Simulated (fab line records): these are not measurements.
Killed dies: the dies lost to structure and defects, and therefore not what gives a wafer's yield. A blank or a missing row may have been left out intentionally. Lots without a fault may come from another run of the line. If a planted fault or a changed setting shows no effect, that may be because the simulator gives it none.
Which tool did it? | flow sky130 | 36 wafers from 12 lots sampled at 3 of the route's 708 steps

== WHAT THE GAUGES READ, wafer by wafer ==
SKY_FIELD_ISO_THK_MEAS_02. Usual: FIELD_ISO_OXIDATION_00_THK 11.96 nm, standard deviation 0.17.
lot  | measured    | on            | FIELD_ISO_OXIDATION_00_THK (nm) | flag
L983 | day 1 17:03 | film-metro-04 | 12.00 11.81 11.93               |
L984 | day 1 22:40 | film-metro-04 | 11.83 11.92 11.83               |
L986 | day 2 08:01 | film-metro-04 | 11.56 11.83 11.73               |
L988 | day 2 19:52 | film-metro-03 | 12.50 12.05 12.32               |
L990 | day 3 04:01 | film-metro-03 | 12.07 12.17 12.00               |
L991 | day 3 09:57 | film-metro-03 | 11.86 11.83 11.88               |
L993 | day 3 19:56 | film-metro-02 | 12.04 11.91 11.94               |
L994 | day 3 23:59 | film-metro-04 | 11.95 11.92 11.88               |
L995 | day 4 04:38 | film-metro-04 | 12.04 12.03 11.97               |
L101 | day 5 13:16 | film-metro-03 | 11.93 11.90 11.87               |
L104 | day 6 02:55 | film-metro-02 | 11.89 11.85 12.08               |
L105 | day 6 07:57 | film-metro-04 | 11.95 12.02 11.90               |

SKY_SONOS_TUNNEL_CD_MEAS_07 targets a cd of 410 nm. Usual: cd-nm 409.5 nm, standard deviation 2.7.
lot  | measured     | on        | cd-nm (nm)        | flag
L983 | day 11 15:58 | cd-sem-02 | 412.0 413.0 413.5 |
L984 | day 11 22:25 | cd-sem-01 | 409.4 409.0 409.3 |
L986 | day 12 09:58 | cd-sem-02 | 405.0 406.9 404.1 |
L988 | day 13 08:29 | cd-sem-02 | 408.8 410.6 410.9 |
L990 | day 13 17:13 | cd-sem-02 | 407.7 409.6 410.2 |
L991 | day 14 03:16 | cd-sem-02 | 402.0 403.1 402.0 |
L993 | day 14 20:36 | cd-sem-02 | 409.1 408.5 408.1 |
L994 | day 14 23:50 | cd-sem-01 | 411.3 407.8 408.0 |
L995 | day 15 09:28 | cd-sem-01 | 411.8 411.0 411.7 |
L101 | day 17 12:37 | cd-sem-02 | 410.5 409.8 411.1 |
L104 | day 18 08:43 | cd-sem-02 | 410.5 409.4 413.9 |
L105 | day 18 21:10 | cd-sem-02 | 414.3 411.5 412.8 |

SKY_SONOS_ONO_OVL_MEAS_14. Usual: SONOS_ONO_OVL -0.1 nm, standard deviation 1.4.
lot  | measured     | on         | SONOS_ONO_OVL (nm) | flag
L983 | day 12 22:08 | overlay-02 | 0.0 -0.1 0.8       |
L984 | day 13 07:25 | overlay-02 | -1.6 -1.7 -1.7     |
L986 | day 13 18:17 | overlay-01 | -0.9 -0.7 -2.4     |
L988 | day 15 03:19 | overlay-02 | 0.5 1.6 -1.8       |
L990 | day 15 05:04 | overlay-01 | 2.6 0.2 0.1        |
L991 | day 15 12:59 | overlay-01 | 1.2 0.5 2.5        |
L993 | day 16 04:13 | overlay-01 | 0.7 -1.2 1.6       |
L994 | day 16 08:13 | overlay-01 | 0.1 -1.4 0.5       |
L995 | day 16 19:07 | overlay-01 | 0.2 1.3 -1.0       |
L101 | day 19 00:01 | overlay-02 | -0.5 -0.3 -1.4     |
L104 | day 20 00:40 | overlay-01 | -1.6 -0.6 1.0      |
L105 | day 20 10:37 | overlay-02 | -1.2 0.4 -1.5      |

== WHAT TOOL EACH LOT RAN ON (gives the tool, then ch and the chambers of the sampled wafers, and finally the start) ==
Before these readings, the record contains no process step.

== AS READ BY THE TOOLS THEMSELVES (means over the sampled wafers that have a number; for cases with no such wafer, the mark the record gives instead) ==
The record holds no such reading with a usual standard deviation.

== THE ANSWER, worked out from the rows above alone ==
Rule: a lot is off if the mean of its wafers that have a number lies more than 3 standard deviations from the usual mean. Also off: a lot with no number at a reading for which 4 or more lots have one. The other lots that the step has rows for count as sound. Order of review: gauges by route order, followed by the tools' own readings, for which a lot's mean as printed above is used. At the first step where some lot is off, the reading lying furthest off is the one used; lots without a number count as furthest.
None of the lots is off at any reading shown; this tells nothing.

== WHAT THE SIMULATOR HAD INSERTED ==
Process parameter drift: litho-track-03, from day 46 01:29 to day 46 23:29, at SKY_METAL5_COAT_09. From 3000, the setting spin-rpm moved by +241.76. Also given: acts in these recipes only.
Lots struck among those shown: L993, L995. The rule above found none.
